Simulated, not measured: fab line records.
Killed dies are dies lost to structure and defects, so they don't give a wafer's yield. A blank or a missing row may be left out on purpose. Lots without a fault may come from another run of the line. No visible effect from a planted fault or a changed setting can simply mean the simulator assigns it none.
fab line records	flow gf180mcu
record: lots: 5	wafers: 23
route steps=602 shown POLY_GATE@169 HV_LDD@185 NSD@237 PSD@254
startH: hours from the record's opening day to when the first of the lot's shown wafers began	waitH: time in hours since the lot's previous step	" the same as in the row above	L1.1+2: several wafers, shown together as one row	- no value, or no start was given	* or withheld: withheld	< > ~ a bound
route shown NAME@n: names a module that has steps shown in the file, with the first one's number in the route	usual: the fault-free wafers' mean and standard deviation	same: alike in all rows	chamber/n: place in a boat	sites: per-site readings	_std_site: the standard deviation of these	_edge_site: the outer-site mean with the inner-site mean subtracted	radiusMm: for every site, how far away it sits from the centre of the wafer	mask NAME#n: copy n	behind: the most recent tool/chamber to have shaped the wafer	hold: what put the lot on hold/how long, in hours/how the hold closed	device: the n, p or np transistor that did not switch	end of line: tests run on the same wafers once the route is complete	a step with no rows: only its recipe	killed: the dies lost at the first sort to structure and to defects; this is not the yield of the wafer	map: a wafer's dies, x killed, . not, _ none there
set.NAME: setting as actually run; set.NAME@STEP: the setting as run at that earlier step	model.NAME: the simulator's own value behind a step, which no gauge read
lots run with intentionally changed settings; tables by step, rows by wafer
== steps ==
step: GF_POLY_GATE_ETCH_12
recipe: chemistry: N2/H2	targetDepthA: withheld	overetchA: withheld	timeS: withheld	target: BARC	ionEnergyEv: 200	sourceW: 500	biasW: 100	pressureMtorr: 30	n2FlowSccm: 100	h2FlowSccm: 200
lot.wafer	tool	chamber	startH	waitH	set.sourceW	set.doseMj@POLY_GATE_EXPOSE_07	model.POLY_GATE.cdNm
L074.1	rieDiel-01	0	196.15	0.0	500	29.24	277.2
L074.3	"	1	"	"	500	29.24	275.7
L074.4+6	"	3,0	"	"	500	28	282.6
L074.5	"	3	"	"	500	28	282.4
L076.1	rieDiel-01	3	205.48	0.0	500	28	277
L076.2	"	1	"	"	500	28	278.2
L076.4	"	0	"	"	500	28	278.4
L076.5	"	3	"	"	500	28	278
L076.6	"	2	"	"	500	28	279.5
L077.1	rieDiel-04	2	219.03	0.0	479.5	28	282
L077.2	"	0	"	"	479.5	28.6	277.6
L077.3	"	1	"	"	500	28.6	276.1
L077.4	"	3	"	"	500	28	279.7
L077.5	"	3	"	"	500	28	279.3
L079.1	rieDiel-02	1	229.93	0.0	500	28	281.7
L079.2	"	2	"	"	500	28	279.3
L079.5	"	3	"	"	500	28	280.6
L082.1	rieDiel-02	1	250.32	0.0	541.4	28	278.1
L082.2	"	0	"	"	541.4	26.12	287.3
L082.4	"	2	"	"	541.4	28	278.2
L082.5	"	0	"	"	500	28	278.5
L082.6	"	3	"	"	500	26.12	289.5
step: GF_POLY_GATE_ETCH_13
recipe: target: poly-Si	targetDepthNm: 198.5	stopOn: SiO2	overEtchFrac: 0.403	chemistry: HBr/Cl2	icpW: 400	biasW: 100	pressureMtorr: 10	HBr_flow_sccm: 150	Cl2_flow_sccm: 50	timeS: 69.6
step: GF_POLY_GATE_STRIP_14
recipe: chemistry: O2/N2	powerW: 1400	pressureMtorr: 1500	platenTempC: 250	o2FlowSccm: 3000	n2FlowSccm: 300	overashFraction: 0.5
step: GF_POLY_GATE_OXIDATION_16
recipe: tempC: 850	ambient: O2	stabiliseS: 600	purgeS: 300	targetThkA: 40	oxTimeS: 899
step: GF_POLY_GATE_CD_MEAS_18
usual: cdNm: 279.6/2.3
lot.wafer	tool	chamber	startH	waitH	set.doseMj@POLY_GATE_EXPOSE_07	cdNm
L074.1	cdSem-01	-	199.06	0.1	29.24	279.6
L074.3	"	-	"	"	29.24	274.7
L074.4	"	-	"	"	28	283.5
L074.5	"	-	"	"	28	280.7
L074.6	"	-	"	"	28	284.3
L076.1	cdSem-01	-	207.64	0.1	28	277.7
L076.2	"	-	"	"	28	277.6
L076.4	"	-	"	"	28	277.2
L076.5	"	-	"	"	28	276.2
L076.6	"	-	"	"	28	279.2
L077.1	cdSem-01	-	220.60	0.1	28	282.0
L077.2	"	-	"	"	28.6	278.5
L077.3	"	-	"	"	28.6	275.4
L077.4	"	-	"	"	28	278.9
L077.5	"	-	"	"	28	279.2
L079.1	cdSem-01	-	232.13	0.1	28	281.2
L079.2	"	-	"	"	28	281.2
L079.5	"	-	"	"	28	280.3
L082.1	cdSem-01	-	253.01	0.1	28	278.8
L082.2	"	-	"	"	26.12	286.3
L082.4	"	-	"	"	28	277.2
L082.5	"	-	"	"	28	277.2
L082.6	"	-	"	"	26.12	290.9
step: GF_HV_LDD_IMPLANT_09
recipe: species: As	energyKev: 40	doseCm2: 1e+14	tiltDeg: 7
lot.wafer	tool	chamber	startH	waitH	set.energyKev	model.implant.rpNm	model.implant.drpNm
L074.1+4	implanter-03	0	217.20	0.0	37.73	25.51	11.41
L074.3+5+6	"	0	"	"	40	26.71	11.92
L076.1+2+6	implanter-04	0	226.10	0.0	42.57	27.8	12.48
L076.4+5	"	0	"	"	40	26.45	11.92
L077.1+2+3+4+5	implanter-03	0	238.77	0.0	40	26.35	11.92
L079.1+2+5	implanter-04	0	250.92	0.0	40	26.78	11.92
L082.1+2+4+5+6	implanter-04	0	272.07	0.0	40	26.61	11.92
step: GF_HV_LDD_DEVELOP_18
recipe: developTimeS: 60	devTempC: 23
lot.wafer	tool	chamber	startH	waitH	set.developTimeS
L074.1+4+6	lithoTrack-03	0	235.39	0.1	60
L074.3+5	"	0	"	"	53.67
L076.1+2+4+5+6	lithoTrack-03	0	244.39	0.1	60
L077.1+3+5	lithoTrack-01	0	257.09	0.1	60
L077.2+4	"	0	"	"	53.12
L079.1+2+5	lithoTrack-03	0	270.34	0.1	60
L082.1+5+6	lithoTrack-01	0	291.94	0.1	64.56
L082.2+4	"	0	"	"	60
step: GF_HV_LDD_CD_MEAS_19
recipe: targetCdNm: 400
usual: cdNm: 400.5/2.2
lot.wafer	tool	chamber	startH	waitH	set.developTimeS@HV_LDD_DEVELOP_18	cdNm
L074.1	cdSem-01	-	235.54	0.1	60	398.1
L074.3	"	-	"	"	53.67	388.2
L074.4	"	-	"	"	60	398.1
L074.5	"	-	"	"	53.67	387.8
L074.6	"	-	"	"	60	397.9
L076.1	cdSem-01	-	244.54	0.1	60	398.7
L076.2	"	-	"	"	60	399.2
L076.4	"	-	"	"	60	397.8
L076.5	"	-	"	"	60	397.2
L076.6	"	-	"	"	60	397.6
L077.1	cdSem-02	-	257.24	0.1	60	402.9
L077.2	"	-	"	"	53.12	392.9
L077.3	"	-	"	"	60	404.1
L077.4	"	-	"	"	53.12	390.2
L077.5	"	-	"	"	60	403.1
L079.1	cdSem-02	-	270.49	0.1	60	398.2
L079.2	"	-	"	"	60	399.0
L079.5	"	-	"	"	60	397.7
L082.1	cdSem-01	-	292.09	0.1	64.56	410.3
L082.2	"	-	"	"	60	400.6
L082.4	"	-	"	"	60	399.5
L082.5	"	-	"	"	64.56	408.4
L082.6	"	-	"	"	64.56	408.9
step: GF_HV_LDD_DEVELOP_30
recipe: developTimeS: 60	devTempC: 23
lot.wafer	tool	chamber	startH	waitH	set.developTimeS
L074.1+3+4	lithoTrack-04	0	254.21	0.1	55.43
L074.5+6	"	0	"	"	60
L076.1+6	lithoTrack-03	0	262.59	0.1	60
L076.2+4+5	"	0	"	"	62.78
L077.1+4	lithoTrack-03	0	276.24	0.1	57.43
L077.2+3+5	"	0	"	"	60
L079.1+2+5	lithoTrack-03	0	290.39	0.1	60
L082.1+2+6	lithoTrack-04	0	312.01	0.1	62.89
L082.4+5	"	0	"	"	60
step: GF_HV_LDD_CD_MEAS_31
recipe: targetCdNm: 400
usual: cdNm: 399.7/2.2
lot.wafer	tool	chamber	startH	waitH	set.developTimeS@HV_LDD_DEVELOP_30	cdNm
L074.1	cdSem-01	-	254.36	0.1	55.43	388.0
L074.3	"	-	"	"	55.43	388.1
L074.4	"	-	"	"	55.43	388.6
L074.5	"	-	"	"	60	394.1
L074.6	"	-	"	"	60	394.4
L076.1	cdSem-01	-	262.74	0.1	60	403.2
L076.2	"	-	"	"	62.78	406.9
L076.4	"	-	"	"	62.78	406.1
L076.5	"	-	"	"	62.78	405.3
L076.6	"	-	"	"	60	402.5
L077.1	cdSem-02	-	276.39	0.1	57.43	392.4
L077.2	"	-	"	"	60	401.3
L077.3	"	-	"	"	60	398.9
L077.4	"	-	"	"	57.43	392.9
L077.5	"	-	"	"	60	398.3
L079.1	cdSem-02	-	290.54	0.1	60	398.9
L079.2	"	-	"	"	60	398.6
L079.5	"	-	"	"	60	400.0
L082.1	cdSem-01	-	312.16	0.1	62.89	405.1
L082.2	"	-	"	"	62.89	406.0
L082.4	"	-	"	"	60	402.3
L082.5	"	-	"	"	60	400.6
L082.6	"	-	"	"	62.89	405.1
step: GF_HV_LDD_COAT_41
recipe: resist: NOVOLAK	spinRpm: 3000	resistThkNm: 1000
lot.wafer	tool	chamber	startH	waitH	set.resistThkNm
L074.1+3+5	lithoTrack-04	0	264.21	0.1	1000
L074.4+6	"	0	"	"	1020
L076.1+2+4+5+6	lithoTrack-04	0	272.81	0.1	1000
L077.1+2+4	lithoTrack-01	0	286.29	0.1	1000
L077.3+5	"	0	"	"	949.8
L079.1+2+5	lithoTrack-03	0	300.74	0.1	1000
L082.1+2+4+5+6	lithoTrack-04	0	322.66	0.1	1000
step: GF_HV_LDD_SOFTBAKE_42
recipe: tempC: 90	timeS: 60	resist: NOVOLAK
step: GF_HV_LDD_EXPOSE_43
recipe: maskId: Pplus_HV_AREA	targetCdNm: 400	na: 0.6	sourceShape: conventional	sigmaOuter: 0.6	doseMj: 140
step: GF_HV_LDD_IMPLANT_48
recipe: species: B	energyKev: 25	doseCm2: 3e+13	tiltDeg: 7
step: GF_HV_LDD_STRIP_49
recipe: chemistry: O2/N2	powerW: 1400	pressureMtorr: 1500	platenTempC: 250	o2FlowSccm: 2864	n2FlowSccm: 300	overashFraction: 0.5
usual: stripTimeToEndpointS: 12.659/0.03
lot.wafer	tool	chamber	startH	waitH	set.resistThkNm@HV_LDD_COAT_41	stripTimeToEndpointS
L074.1	plasmaAsher-01	0	274.20	0.1	1000	12.633
L074.3	"	1	"	"	1000	12.677
L074.4	"	0	"	"	1020	12.858
L074.5	"	0	"	"	1000	12.694
L074.6	"	1	"	"	1020	12.841
L076.1	plasmaAsher-04	0	283.30	0.1	1000	12.654
L076.2	"	1	"	"	1000	12.657
L076.4	"	1	"	"	1000	12.668
L076.5	"	0	"	"	1000	12.635
L076.6	"	1	"	"	1000	12.648
L077.1	plasmaAsher-02	0	296.75	0.1	1000	12.664
L077.2	"	1	"	"	1000	12.649
L077.3	"	0	"	"	949.8	12.055
L077.4	"	1	"	"	1000	12.665
L077.5	"	1	"	"	949.8	12.065
L079.1	plasmaAsher-01	0	311.27	0.1	1000	12.699
L079.2	"	1	"	"	1000	12.686
L079.5	"	0	"	"	1000	12.701
L082.1	plasmaAsher-04	1	333.46	0.1	1000	12.651
L082.2	"	0	"	"	1000	12.628
L082.4	"	0	"	"	1000	12.640
L082.5	"	0	"	"	1000	12.610
L082.6	"	1	"	"	1000	12.635
step: GF_HV_LDD_CVD_56
recipe: material: Si3N4	precursor: DCS/NH3	targetThkNm: 90	tempC: 770	timeS: 1543	pressureMtorr: 250
lot.wafer	tool	chamber	startH	waitH	set.timeS
L074.1+3+4+5+6	-	-	-	0.6	1428
L076.1+2+4+5+6	-	-	-	0.1	1333
L077.1+2+3+4+5	-	-	-	0.1	1712
L079.1+2+5	lpcvd-02	1	313.89	0.1	1543
L082.1+2+4+5+6	-	-	-	0.1	1543
step: GF_HV_LDD_ETCHBACK_58
recipe: chemistry: CH3F/O2	target: Si3N4	stopOn: SiO2	sourceW: 400	biasW: 80	pressureMtorr: 25	ch3fFlowSccm: 40	O2_flow_sccm: 30	timeS: 100	targetDepthA: 900
usual: oesProductAu: 0.843/0.0063
lot.wafer	tool	chamber	startH	waitH	set.timeS@HV_LDD_CVD_56	oesProductAu
L074.1	rieDiel-02	2	277.74	0.1	1428	0.801
L074.3	"	1	"	"	1428	0.809
L074.4	"	0	"	"	1428	0.802
L074.5	"	1	"	"	1428	0.804
L074.6	"	2	"	"	1428	0.801
L076.1	rieDiel-01	3	286.26	0.1	1333	0.781
L076.2	"	2	"	"	1333	0.784
L076.4	"	0	"	"	1333	0.783
L076.5	"	3	"	"	1333	0.792
L076.6	"	2	"	"	1333	0.781
L077.1	rieDiel-01	1	300.95	0.1	1712	0.892
L077.2	"	2	"	"	1712	0.900
L077.3	"	3	"	"	1712	0.892
L077.4	"	0	"	"	1712	0.891
L077.5	"	3	"	"	1712	0.894
L079.1	rieDiel-02	2	315.38	0.1	1543	0.846
L079.2	"	1	"	"	1543	0.838
L079.5	"	2	"	"	1543	0.836
L082.1	rieDiel-02	3	336.43	0.1	1543	0.847
L082.2	"	1	"	"	1543	0.854
L082.4	"	2	"	"	1543	0.838
L082.5	"	1	"	"	1543	0.850
L082.6	"	0	"	"	1543	0.843
step: GF_NSD_COAT_02
recipe: resist: NOVOLAK	spinRpm: 3000	resistThkNm: 1000
lot.wafer	tool	chamber	startH	waitH	set.spinRpm	model.NOVOLAK_of_NSD_COAT_02.thkNm
L074.1	lithoTrack-02	0	286.82	0.1	3000	1005
L074.3	"	0	"	"	3000	1003
L074.4+5	"	0	"	"	3000	1001
L074.6	"	0	"	"	3000	1002
L076.1	lithoTrack-02	0	296.07	0.1	3000	997.7
L076.2+6	"	0	"	"	3000	996.6
L076.4	"	0	"	"	3000	996.3
L076.5	"	0	"	"	3000	997.3
L077.1	lithoTrack-03	0	310.84	0.1	3190	966.7
L077.2	"	0	"	"	3190	967.5
L077.3	"	0	"	"	3000	996
L077.4	"	0	"	"	3000	998.1
L077.5	"	0	"	"	3190	966.6
L079.1	lithoTrack-04	0	325.21	0.1	3000	997.1
L079.2	"	0	"	"	3000	999.2
L079.5	"	0	"	"	3000	998.5
L082.1	lithoTrack-02	0	346.47	0.1	3139	982.5
L082.2	"	0	"	"	3139	980.8
L082.4	"	0	"	"	3139	981.6
L082.5	"	0	"	"	3000	1003
L082.6	"	0	"	"	3000	1002
step: GF_NSD_IMPLANT_09
recipe: species: As	energyKev: 60	doseCm2: 4e+15	tiltDeg: 7
lot.wafer	tool	chamber	startH	waitH	set.energyKev	model.implant.rpNm	model.implant.drpNm
L074.1+3	implanter-04	0	296.90	0.0	60	36.29	16.15
L074.4+5+6	"	0	"	"	64.64	38.63	17.1
L076.1+4+6	implanter-04	0	306.12	0.0	58.21	36.81	15.78
L076.2+5	"	0	"	"	60	37.74	16.15
L077.1+4+5	implanter-01	0	321.57	0.0	60	38.08	16.15
L077.2+3	"	0	"	"	56.36	36.15	15.4
L079.1+2+5	implanter-02	0	336.41	0.0	60	36.53	16.15
L082.1+2+5	implanter-04	0	357.53	0.0	60	38.42	16.15
L082.4+6	"	0	"	"	54.82	35.66	15.08
step: GF_NSD_IMPLANT_10
recipe: species: P	energyKev: 40	doseCm2: 5e+14	tiltDeg: 7
step: GF_NSD_STRIP_11
recipe: chemistry: O2/N2	powerW: 1400	pressureMtorr: 1500	platenTempC: 250	o2FlowSccm: 3000	n2FlowSccm: 300	overashFraction: 0.5
usual: stripTimeToEndpointS: 22.97/0.043
lot.wafer	tool	chamber	startH	waitH	set.spinRpm@NSD_COAT_02	set.energyKev@NSD_IMPLANT_09	stripTimeToEndpointS
L074.1	plasmaAsher-01	1	297.20	0.1	3000	60	23.02
L074.3	"	1	"	"	3000	60	22.99
L074.4	"	0	"	"	3000	64.64	23.59
L074.5	"	0	"	"	3000	64.64	23.60
L074.6	"	1	"	"	3000	64.64	23.64
L076.1	plasmaAsher-03	0	306.42	0.1	3000	58.21	22.71
L076.2	"	1	"	"	3000	60	22.93
L076.4	"	0	"	"	3000	58.21	22.70
L076.5	"	0	"	"	3000	60	22.94
L076.6	"	1	"	"	3000	58.21	22.69
L077.1	plasmaAsher-02	0	321.87	0.1	3190	60	22.59
L077.2	"	1	"	"	3190	56.36	22.14
L077.3	"	1	"	"	3000	56.36	22.45
L077.4	"	0	"	"	3000	60	22.94
L077.5	"	1	"	"	3190	60	22.58
L079.1	plasmaAsher-03	0	336.71	0.1	3000	60	22.97
L079.2	"	1	"	"	3000	60	23.01
L079.5	"	1	"	"	3000	60	22.98
L082.1	plasmaAsher-02	1	357.83	0.1	3139	60	22.75
L082.2	"	0	"	"	3139	60	22.75
L082.4	"	1	"	"	3139	54.82	22.07
L082.5	"	0	"	"	3000	60	22.98
L082.6	"	1	"	"	3000	54.82	22.29
step: GF_NSD_TW_MEAS_12
usual: NSD_TW: 4305/27
lot.wafer	tool	chamber	startH	waitH	set.energyKev@NSD_IMPLANT_09	NSD_TW
L074.1	filmMetro-04	-	297.30	0.1	60	4310
L074.3	"	-	"	"	60	4307
L074.4	"	-	"	"	64.64	4383
L074.5	"	-	"	"	64.64	4391
L074.6	"	-	"	"	64.64	4412
L076.1	filmMetro-01	-	306.52	0.1	58.21	4285
L076.2	"	-	"	"	60	4284
L076.4	"	-	"	"	58.21	4255
L076.5	"	-	"	"	60	4274
L076.6	"	-	"	"	58.21	4237
L077.1	filmMetro-04	-	321.98	0.1	60	4332
L077.2	"	-	"	"	56.36	4274
L077.3	"	-	"	"	56.36	4247
L077.4	"	-	"	"	60	4313
L077.5	"	-	"	"	60	4302
L079.1	filmMetro-04	-	336.81	0.1	60	4308
L079.2	"	-	"	"	60	4311
L079.5	"	-	"	"	60	4334
L082.1	filmMetro-04	-	357.93	0.1	60	4365
L082.2	"	-	"	"	60	4341
L082.4	"	-	"	"	54.82	4247
L082.5	"	-	"	"	60	4335
L082.6	"	-	"	"	54.82	4270
step: GF_PSD_DEVELOP_06
recipe: developTimeS: 60	devTempC: 23
lot.wafer	tool	chamber	startH	waitH	set.developTimeS
L074.1+4+6	lithoTrack-01	0	316.84	0.1	63.47
L074.3+5	"	0	"	"	60
L076.1+5	lithoTrack-01	0	326.44	0.1	60
L076.2+4+6	"	0	"	"	68.32
L077.1+5	lithoTrack-03	0	342.69	0.1	51.06
L077.2+3+4	"	0	"	"	60
L079.1+2+5	lithoTrack-01	0	357.74	0.1	60
L082.1+5	lithoTrack-01	0	379.64	0.1	54.04
L082.2+4+6	"	0	"	"	60
step: GF_PSD_CD_MEAS_07
recipe: targetCdNm: 400
usual: cdNm: 400.5/2.5
lot.wafer	tool	chamber	startH	waitH	set.developTimeS@PSD_DEVELOP_06	cdNm
L074.1	cdSem-02	-	316.99	0.1	63.47	403.5
L074.3	"	-	"	"	60	398.7
L074.4	"	-	"	"	63.47	404.6
L074.5	"	-	"	"	60	396.5
L074.6	"	-	"	"	63.47	403.3
L076.1	cdSem-01	-	326.59	0.1	60	401.4
L076.2	"	-	"	"	68.32	411.8
L076.4	"	-	"	"	68.32	411.1
L076.5	"	-	"	"	60	397.6
L076.6	"	-	"	"	68.32	411.6
L077.1	cdSem-02	-	342.84	0.1	51.06	388.5
L077.2	"	-	"	"	60	403.6
L077.3	"	-	"	"	60	404.8
L077.4	"	-	"	"	60	403.9
L077.5	"	-	"	"	51.06	388.1
L079.1	cdSem-01	-	357.89	0.1	60	397.9
L079.2	"	-	"	"	60	398.5
L079.5	"	-	"	"	60	399.6
L082.1	cdSem-02	-	379.79	0.1	54.04	390.8
L082.2	"	-	"	"	60	397.1
L082.4	"	-	"	"	60	399.6
L082.5	"	-	"	"	54.04	391.1
L082.6	"	-	"	"	60	398.9
step: GF_PSD_IMPLANT_09
recipe: species: BF2	energyKev: 40	doseCm2: 1.5e+15	tiltDeg: 7
step: GF_PSD_CLEAN_12
recipe: chemistry: SC1/SC2	mix: 1:4:20	tempC: 70	timeS: 150	dry: n2Spin
step: GF_PSD_RTA_13
recipe: tempC: 1025	timeS: 20	ambient: N2
step: GF_PSD_RS_MEAS_14
recipe: thkMeasGauge: four-point-probe
usual: NSD_RS: 46.15/0.075
lot.wafer	tool	chamber	startH	waitH	set.energyKev@NSD_IMPLANT_09	NSD_RS[ohm/sq]
L074.1	filmMetro-02	-	317.59	0.1	60	46.28
L074.3	"	-	"	"	60	46.13
L074.4	"	-	"	"	64.64	44.81
L074.5	"	-	"	"	64.64	44.83
L074.6	"	-	"	"	64.64	44.83
L076.1	filmMetro-02	-	327.19	0.1	58.21	46.82
L076.2	"	-	"	"	60	46.17
L076.4	"	-	"	"	58.21	46.75
L076.5	"	-	"	"	60	46.11
L076.6	"	-	"	"	58.21	46.63
L077.1	filmMetro-04	-	343.45	0.1	60	46.14
L077.2	"	-	"	"	56.36	47.25
L077.3	"	-	"	"	56.36	47.34
L077.4	"	-	"	"	60	46.10
L077.5	"	-	"	"	60	46.12
L079.1	filmMetro-02	-	358.49	0.1	60	45.99
L079.2	"	-	"	"	60	46.00
L079.5	"	-	"	"	60	46.03
L082.1	filmMetro-02	-	380.39	0.1	60	46.11
L082.2	"	-	"	"	60	45.99
L082.4	"	-	"	"	54.82	47.61
L082.5	"	-	"	"	60	46.03
L082.6	"	-	"	"	54.82	47.44
== key ==
split: step: GF_POLY_GATE_ETCH_12	setting: sourceW	stated: 500	by: wafer
response none clear
split: step: GF_HV_LDD_IMPLANT_09	setting: energyKev	stated: 40	by: wafer
response: step: GF_HV_LDD_IMPLANT_09	reading: model.implant.rpNm	change: +0.211	per: 1%	r: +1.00
response: step: GF_HV_LDD_IMPLANT_09	reading: model.implant.drpNm	change: +0.0886	per: 1%	r: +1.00
split: step: GF_HV_LDD_DEVELOP_18	setting: developTimeS	stated: 60	by: wafer
response: step: GF_HV_LDD_CD_MEAS_19	reading: cdNm	change: +1.04	per: 1%	r: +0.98
split: step: GF_HV_LDD_DEVELOP_30	setting: developTimeS	stated: 60	by: wafer
response: step: GF_HV_LDD_CD_MEAS_31	reading: cdNm	change: +0.908	per: 1%	r: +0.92
split: step: GF_HV_LDD_COAT_41	setting: resistThkNm	stated: 1000	by: wafer
response: step: GF_HV_LDD_STRIP_49	reading: stripTimeToEndpointS	change: *	per: 1%	r: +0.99
split: step: GF_HV_LDD_CVD_56	setting: timeS	stated: 1543	by: lot
response: step: GF_HV_LDD_ETCHBACK_58	reading: oesProductAu	change: +0.00459	per: 1%	r: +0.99
split: step: GF_NSD_COAT_02	setting: spinRpm	stated: 3000	by: wafer
response: step: GF_NSD_COAT_02	reading: model.NOVOLAK_of_NSD_COAT_02.thkNm	change: -4.66	per: 1%	r: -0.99
response: step: GF_NSD_STRIP_11	reading: stripTimeToEndpointS	slope: *	per: 1%	togetherWith: energyKev@NSD_IMPLANT_09	explained: 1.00
split: step: GF_NSD_IMPLANT_09	setting: energyKev	stated: 60	by: wafer
response: step: GF_NSD_IMPLANT_09	reading: model.implant.rpNm	change: +0.313	per: 1%	r: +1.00
response: step: GF_NSD_IMPLANT_09	reading: model.implant.drpNm	change: +0.124	per: 1%	r: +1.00
response: step: GF_NSD_STRIP_11	reading: stripTimeToEndpointS	change: *	per: 1%	r: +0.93
response: step: GF_NSD_TW_MEAS_12	reading: NSD_TW	change: +10.2	per: 1%	r: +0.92
response: step: GF_PSD_RS_MEAS_14	reading: NSD_RS	change: -0.18	per: 1%	r: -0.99
split: step: GF_PSD_DEVELOP_06	setting: developTimeS	stated: 60	by: wafer
response: step: GF_PSD_CD_MEAS_07	reading: cdNm	change: +0.938	per: 1%	r: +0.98
split outsideThisFile step=GF_POLY_GATE_EXPOSE_07 setting=doseMj
split outsideThisFile: this setting was split too, and the file shows its column; the key of that split is in another file
